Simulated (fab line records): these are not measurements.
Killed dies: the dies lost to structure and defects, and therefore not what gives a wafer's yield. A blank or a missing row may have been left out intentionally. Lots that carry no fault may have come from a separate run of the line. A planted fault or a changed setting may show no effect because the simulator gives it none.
Which of the tools did it?    flow gf180mcu    Sampling: 24 lots, 72 wafers, 6 of 602 route steps

== WHAT THE GAUGES READ, wafer by wafer ==
GF_V3_RS_MEAS_24: uses a four-point probe to measure.
lot   measured      on             V3_W_RS (ohm/sq)
L074  day 22 13:41  film-metro-04  0.330 0.327 0.325
L075  day 22 16:40  film-metro-04  0.327 0.326 0.328
L076  day 23 01:35  film-metro-04  0.329 0.329 0.329
L077  day 23 09:23  film-metro-01  0.319 0.331 0.318
L078  day 23 19:35  film-metro-01  0.319 0.327 0.318
L079  day 24 01:31  film-metro-02  0.330 0.330 0.326
L080  day 24 15:45  film-metro-04  0.317 0.328 0.316
L081  day 24 23:14  film-metro-02  0.324 0.332 0.328
L082  day 25 05:52  film-metro-02  0.336 0.328 0.333
L083  day 26 01:32  film-metro-01  0.331 0.332 0.328
L084  day 26 08:04  film-metro-01  0.327 0.325 0.331
L085  day 26 13:44  film-metro-02  0.328 0.328 0.326
L086  day 26 21:50  film-metro-04  0.329 0.330 0.333
L087  day 27 03:44  film-metro-04  0.319 0.329 0.327
L088  day 27 04:05  film-metro-04  0.311 0.329 0.334
L089  day 27 16:12  film-metro-04  0.326 0.332 0.326
L090  day 28 03:08  film-metro-02  0.330 0.331 0.331
L091  day 28 04:27  film-metro-02  0.329 0.326 0.322
L092  day 28 08:59  film-metro-04  0.313 0.329 0.315
L093  day 28 15:38  film-metro-02  0.333 0.322 0.324
L094  day 28 20:53  film-metro-01  0.333 0.317 0.313
L095  day 29 04:40  film-metro-02  0.317 0.332 0.324
L096  day 29 08:52  film-metro-02  0.331 0.320 0.331
L097  day 29 19:37  film-metro-02  0.321 0.337 0.332

GF_MIM_THK_MEAS_06.
lot   measured      on             MIM_CVD_05_THK (nm)
L074  day 24 15:02  film-metro-04  41.8 40.7 42.3
L075  day 24 17:31  film-metro-01  41.8 42.9 42.7
L076  day 25 01:55  film-metro-04  41.9 41.5 42.3
L077  day 25 09:57  film-metro-04  41.4 42.3 42.2
L078  day 25 19:11  film-metro-01  41.4 42.1 42.6
L079  day 26 00:56  film-metro-04  42.7 42.9 42.4
L080  day 26 14:08  film-metro-01  42.0 42.4 42.5
L081  day 26 21:21  film-metro-01  41.9 42.7 42.6
L082  day 27 03:22  film-metro-04  42.3 42.3 43.0
L083  day 27 21:50  film-metro-04  42.4 41.6 42.8
L084  day 28 04:12  film-metro-03  41.9 41.8 42.0
L085  day 28 09:00  film-metro-03  41.7 42.1 42.4
L086  day 28 17:50  film-metro-04  41.7 42.5 42.0
L087  day 28 22:19  film-metro-04  42.2 41.5 42.1
L088  day 28 22:57  film-metro-04  41.6 41.3 41.6
L089  day 29 11:31  film-metro-04  42.4 42.2 41.9
L090  day 29 21:33  film-metro-04  41.4 40.6 41.5
L091  day 29 21:52  film-metro-03  42.3 43.2 42.8
L092  day 30 03:07  film-metro-04  41.5 42.2 42.4
L093  day 30 08:46  film-metro-01  41.2 41.0 42.3
L094  day 30 14:04  film-metro-03  41.5 42.0 42.4
L095  day 30 20:50  film-metro-03  41.5 41.3 41.4
L096  day 31 01:55  film-metro-03  41.2 41.9 42.0
L097  day 31 12:41  film-metro-04  41.4 42.7 43.1

== EACH LOT AND THE TOOL THAT RAN IT (in order: tool; ch and the chambers of the sampled wafers; start) ==
lot   GF_V2_CMP_26                   GF_M3_SPUTTER_01              GF_V4_CVD_02                     GF_V4_ETCH_16
L074  cmp-02 ch 0,3, day 20 10:40    pvd-sputter-02, day 20 11:04  pecvd-03 ch 0,1, day 23 14:10    rie-diel-03 ch 0,3, day 24 13:25
L075  cmp-01 ch 0,2,3, day 20 14:13  pvd-sputter-04, day 20 14:34  pecvd-04 ch 0,1,2, day 23 17:21  rie-diel-04 ch 1,2,3, day 24 15:55
L076  cmp-02 ch 0,1,3, day 20 23:10  pvd-sputter-02, day 20 23:28  pecvd-02 ch 0,2, day 24 00:55    rie-diel-04 ch 1,2,3, day 24 23:43
L077  cmp-02 ch 0,1,3, day 21 07:44  pvd-sputter-03, day 21 08:08  pecvd-03 ch 0,2, day 24 09:37    rie-diel-02 ch 0,2,3, day 25 08:19
L078  cmp-01 ch 1,2, day 21 16:29    pvd-sputter-02, day 21 19:19  pecvd-04 ch 0,2, day 24 19:05    rie-diel-02 ch 0,1,2, day 25 17:34
L079  cmp-01 ch 0,1, day 22 02:01    pvd-sputter-04, day 22 02:25  pecvd-04 ch 0,1,2, day 25 01:01  rie-diel-03 ch 1,2, day 25 23:17
L080  cmp-01 ch 0,3, day 22 15:11    pvd-sputter-02, day 22 15:35  pecvd-03 ch 0,2, day 25 14:48    rie-diel-04 ch 0,1,3, day 26 12:31
L081  cmp-02 ch 0,1,3, day 23 00:17  pvd-sputter-03, day 23 00:41  pecvd-02 ch 0,1, day 25 21:51    rie-diel-04 ch 0,1,3, day 26 19:43
L082  cmp-01 ch 1,2,3, day 23 07:39  pvd-sputter-02, day 23 08:03  pecvd-03 ch 0,2, day 26 04:28    rie-diel-02 ch 0,1,3, day 27 01:43
L083  cmp-01 ch 1,2,3, day 24 04:10  pvd-sputter-04, day 24 04:31  pecvd-03 ch 1,2, day 26 23:46    rie-diel-04 ch 0,1,2, day 27 20:13
L084  cmp-01 ch 0,1,3, day 24 10:59  pvd-sputter-03, day 24 11:23  pecvd-03 ch 0,2, day 27 05:35    rie-diel-02 ch 0,1,3, day 28 02:34
L085  cmp-01 ch 0,2,3, day 24 15:42  pvd-sputter-04, day 24 16:06  pecvd-03 ch 0,1, day 27 11:23    rie-diel-03 ch 0,1,2, day 28 07:14
L086  cmp-01 ch 2,3, day 25 00:31    pvd-sputter-04, day 25 00:55  pecvd-04 ch 0,2, day 27 19:49    rie-diel-04 ch 1,2, day 28 16:13
L087  cmp-02 ch 1,2,3, day 25 07:37  pvd-sputter-03, day 25 08:01  pecvd-03 ch 0,1, day 28 01:17    rie-diel-02 ch 0,1,3, day 28 20:40
L088  cmp-01 ch 0,1,2, day 25 07:43  pvd-sputter-02, day 25 08:07  pecvd-04 ch 0,2, day 28 01:34    rie-diel-03 ch 0,1,2, day 28 21:19
L089  cmp-02 ch 1,2,3, day 25 20:38  pvd-sputter-02, day 25 20:53  pecvd-03 ch 0,1,2, day 28 13:25  rie-diel-04 ch 1,3, day 29 09:48
L090  cmp-01 ch 0,1,3, day 26 07:46  pvd-sputter-03, day 26 08:10  pecvd-03 ch 1,2, day 28 23:57    rie-diel-03 ch 1,2,3, day 29 19:52
L091  cmp-01 ch 0,1,3, day 26 08:47  pvd-sputter-02, day 26 09:05  pecvd-02 ch 0,1,2, day 29 01:17  rie-diel-04 ch 0,1,3, day 29 20:13
L092  cmp-01 ch 0,1,3, day 26 14:26  pvd-sputter-02, day 26 14:50  pecvd-03 ch 0,1, day 29 05:38    rie-diel-02 ch 0,2,3, day 30 01:25
L093  cmp-01 ch 0,1,2, day 26 20:31  pvd-sputter-04, day 26 20:52  pecvd-02 ch 1,2, day 29 12:04    rie-diel-02 ch 0,2,3, day 30 07:07
L094  cmp-02 ch 0,1,2, day 27 02:08  pvd-sputter-03, day 27 02:32  pecvd-04 ch 0,1, day 29 17:12    rie-diel-03 ch 1,3, day 30 12:28
L095  cmp-02 ch 0,2,3, day 27 10:31  pvd-sputter-04, day 27 10:55  pecvd-03 ch 0,1,2, day 30 00:52  rie-diel-02 ch 0,1,3, day 30 19:13
L096  cmp-02 ch 2,3, day 27 15:07    pvd-sputter-04, day 27 15:28  pecvd-02 ch 1,2, day 30 05:10    rie-diel-04 ch 2,3, day 31 00:16
L097  cmp-01 ch 0,3, day 28 02:23    pvd-sputter-03, day 28 02:47  pecvd-04 ch 1,2, day 30 15:56    rie-diel-02 ch 0,2,3, day 31 10:07
- GF_V2_CMP_26: polishes, stops on SiO2, t overpolish 15 s, target thk 0 nm.
- GF_M3_SPUTTER_01: material TiN, target thk 30 nm, time 25 s.
- GF_V4_CVD_02: deposits SiO2 from TEOS, target thk 850 nm, time 94.851 s.
- GF_V4_ETCH_16: etches BARC in N2/H2.

== WHAT THE TOOLS THEMSELVES READ (means of the sampled wafers that have a number; where no wafer has one, the mark that the record gives instead) ==
GF_V2_CMP_26.
lot   tool    motor-current-A (A)  overpolish-run-s (s)  time-to-endpoint-s (s)
L074  cmp-02  11.6                 14.990                85
L075  cmp-01  10.8                 14.996                85
L076  cmp-02  11.0                 15.006                83
L077  cmp-02  11.0                 14.995                82
L078  cmp-01  11.2                 15.017                82
L079  cmp-01  12.0                 14.993                86
L080  cmp-01  10.7                 15.001                85
L081  cmp-02  11.0                 15.002                85
L082  cmp-01  11.2                 14.995                90
L083  cmp-01  11.3                 15.005                92
L084  cmp-01  11.3                 14.996                87
L085  cmp-01  10.6                 14.988                87
L086  cmp-01  10.3                 15.002                89
L087  cmp-02  11.3                 15.000                84
L088  cmp-01  11.5                 14.994                84
L089  cmp-02  11.4                 14.994                83
L090  cmp-01  12.0                 14.990                86
L091  cmp-01  11.6                 15.009                91
L092  cmp-01  11.9                 14.999                93
L093  cmp-01  11.4                 14.998                87
L094  cmp-02  11.8                 14.995                78
L095  cmp-02  12.3                 15.007                78
L096  cmp-02  12.5                 14.994                78
L097  cmp-01  10.8                 15.003                84

GF_M3_SPUTTER_01.
lot   tool            throttle-valve-pct (%)
L074  pvd-sputter-02  30.2
L075  pvd-sputter-04  30.1
L076  pvd-sputter-02  30.8
L077  pvd-sputter-03  28.2
L078  pvd-sputter-02  31.1
L079  pvd-sputter-04  29.8
L080  pvd-sputter-02  30.9
L081  pvd-sputter-03  30.5
L082  pvd-sputter-02  30.3
L083  pvd-sputter-04  30.5
L084  pvd-sputter-03  29.6
L085  pvd-sputter-04  30.3
L086  pvd-sputter-04  30.3
L087  pvd-sputter-03  29.1
L088  pvd-sputter-02  30.8
L089  pvd-sputter-02  30.5
L090  pvd-sputter-03  29.6
L091  pvd-sputter-02  30.3
L092  pvd-sputter-02  30.7
L093  pvd-sputter-04  30.0
L094  pvd-sputter-03  29.5
L095  pvd-sputter-04  30.5
L096  pvd-sputter-04  30.1
L097  pvd-sputter-03  29.2

GF_V4_CVD_02.
lot   tool      heater-power-w (W)
L074  pecvd-03  630
L075  pecvd-04  653
L076  pecvd-02  584
L077  pecvd-03  696
L078  pecvd-04  603
L079  pecvd-04  655
L080  pecvd-03  722
L081  pecvd-02  670
L082  pecvd-03  710
L083  pecvd-03  749
L084  pecvd-03  740
L085  pecvd-03  634
L086  pecvd-04  628
L087  pecvd-03  633
L088  pecvd-04  595
L089  pecvd-03  704
L090  pecvd-03  677
L091  pecvd-02  620
L092  pecvd-03  635
L093  pecvd-02  544
L094  pecvd-04  786
L095  pecvd-03  667
L096  pecvd-02  625
L097  pecvd-04  685

GF_V4_ETCH_16.
lot   tool         drypump-motor-current-A (A)  h2-flow-sccm (sccm)  oes-product-au (a.u.)  throttle-valve-pct (%)
L074  rie-diel-03  5.8                          199.6                0.851                  13.225
L075  rie-diel-04  5.4                          199.9                0.856                  13.230
L076  rie-diel-04  5.4                          200.0                0.859                  13.240
L077  rie-diel-02  5.7                          200.0                0.855                  13.228
L078  rie-diel-02  5.9                          199.7                0.852                  13.220
L079  rie-diel-03  5.8                          199.6                0.861                  13.232
L080  rie-diel-04  5.5                          200.5                0.856                  13.220
L081  rie-diel-04  5.5                          200.4                0.852                  13.238
L082  rie-diel-02  5.8                          200.0                0.857                  13.224
L083  rie-diel-04  5.5                          200.2                0.849                  13.219
L084  rie-diel-02  5.8                          199.6                0.856                  13.222
L085  rie-diel-03  5.6                          200.0                0.854                  13.224
L086  rie-diel-04  5.2                          199.8                0.857                  13.226
L087  rie-diel-02  5.8                          199.7                0.853                  13.215
L088  rie-diel-03  5.6                          200.2                0.854                  13.229
L089  rie-diel-04  5.3                          200.3                0.853                  13.228
L090  rie-diel-03  5.7                          200.0                0.855                  13.228
L091  rie-diel-04  5.5                          200.2                0.858                  13.235
L092  rie-diel-02  5.7                          199.7                0.856                  13.221
L093  rie-diel-02  5.7                          200.2                0.851                  13.217
L094  rie-diel-03  5.3                          200.1                0.856                  13.219
L095  rie-diel-02  5.8                          199.7                0.854                  13.223
L096  rie-diel-04  5.8                          199.7                0.856                  13.228
L097  rie-diel-02  5.7                          200.6                0.853                  13.220

== THE ANSWER, worked out from the rows above alone ==
Rule: the lots themselves supply what counts as usual. The widest of any qualifying gaps counts: lots, ordered by their means at a reading, are off when they make up no more than a third of the lots, leave a main group of 4 or more, and stand apart from it by 3 or more times the standard deviation of that group's means. A main group is skipped when, at the precision printed for the reading in the tables above, its means are all equal. Also off: a lot with no number at a reading for which 4 or more lots have one. Where the step has rows for the other lots, those lots are counted as sound. Order of review: gauges by route order, followed by the tools' own readings, for which a lot's mean as printed above is used. At the first step where some lot is off, the reading lying furthest off is the one used; lots without a number count as furthest.
No lot is off at any reading shown: from this, nothing can be told.

== WHAT THE SIMULATOR PUT IN ==
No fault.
